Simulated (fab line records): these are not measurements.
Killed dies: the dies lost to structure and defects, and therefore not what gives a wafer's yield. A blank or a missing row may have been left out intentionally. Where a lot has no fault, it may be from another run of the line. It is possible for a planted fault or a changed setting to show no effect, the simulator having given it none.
Problem report in the 8D (eight disciplines) form, filled by code + flow gf180mcu + the parts of the form that need people (team, actions taken, sign-off) are left out

1. THE PROBLEM
At GF_V5_HMDS_07, prime temp c averages 119.19 C over 7 wafers from 3 lots, while fault-free wafers read 120.03 C, standard deviation 0.14. That puts it -6.0 standard deviations away from the usual mean.
The step: prime time 60 s.
First seen on wafer L864.1, day 32 11:15, on litho track-03. The record has a number at this step for 40 wafers belonging to 14 lots. Rule for "out" (also "out of limits"): further than 4 standard deviations from the usual mean. The other wafers with a number count as sound.

2. WHAT IT IS; WHAT IT IS NOT
| question                    | is                     | is not                                                                    |
|-----------------------------|------------------------|---------------------------------------------------------------------------|
| which readings at this step | prime temp c           | chill plate temp C                                                        |
| which lots                  | L864, L865, L866       | L848, L850, L851, L852, L853, L855, L856, L857, L862, L867, L868          |
| which wafers of those lots  | all that have a number | -                                                                         |
| read on which tools         | litho track-03         | litho track-01, litho track-04                                            |
| when                        | from day 32 11:15      | up to then (27 sound wafers); but 6 sound wafers of L867, L868 came after |

3. SUSPECTS, AND WHAT RULES EACH OUT
Counting: any tool at a process step up to the reading is kept as a suspect provided that every lot that is out went through it and no sound lot did after the first of them.
- litho track-03 at GF_V5_HMDS_07 (prime time 60 s): kept. Every lot that is out went through it, starting with L864 (day 32 11:15), and after that it ran no sound lot; the last sound lot it ran before then is L862 (day 31 23:09). Out on those wafers are its own readings of prime temp c.
Remaining after the count: litho track-03 at GF_V5_HMDS_07.

4. THE CAUSE (what the simulator had put in)
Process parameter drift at GF_V5_HMDS_07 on litho track-03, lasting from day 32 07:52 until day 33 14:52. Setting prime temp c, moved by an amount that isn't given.
Counting left only this tool.

5. SEQUENCE OF EFFECTS, ordered by route
Each row: a reading whose mean over the struck wafers that have a number lies more than 3 standard deviations from the usual. Scope: only readings with a usual standard deviation given in the record; hours: median across lots of the time from each lot's start at the first step in this table that gives one to its start at this step; sigmas: change in usual standard deviations.
| hours | step          | reading      | usual    | on struck wafers | change | sigmas |
|-------|---------------|--------------|----------|------------------|--------|--------|
| 0     | GF_V5_HMDS_07 | prime temp c | 120.03 C | 119.19           | -0.84  | -6.0   |
Here are the process steps it includes:
- GF_V5_HMDS_07: prime time 60 s.

6. WHAT WOULD HAVE CAUGHT IT SOONER
In this record no reading fell out of limits until day 32 11:15, 3 hours after the fault had begun at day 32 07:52.
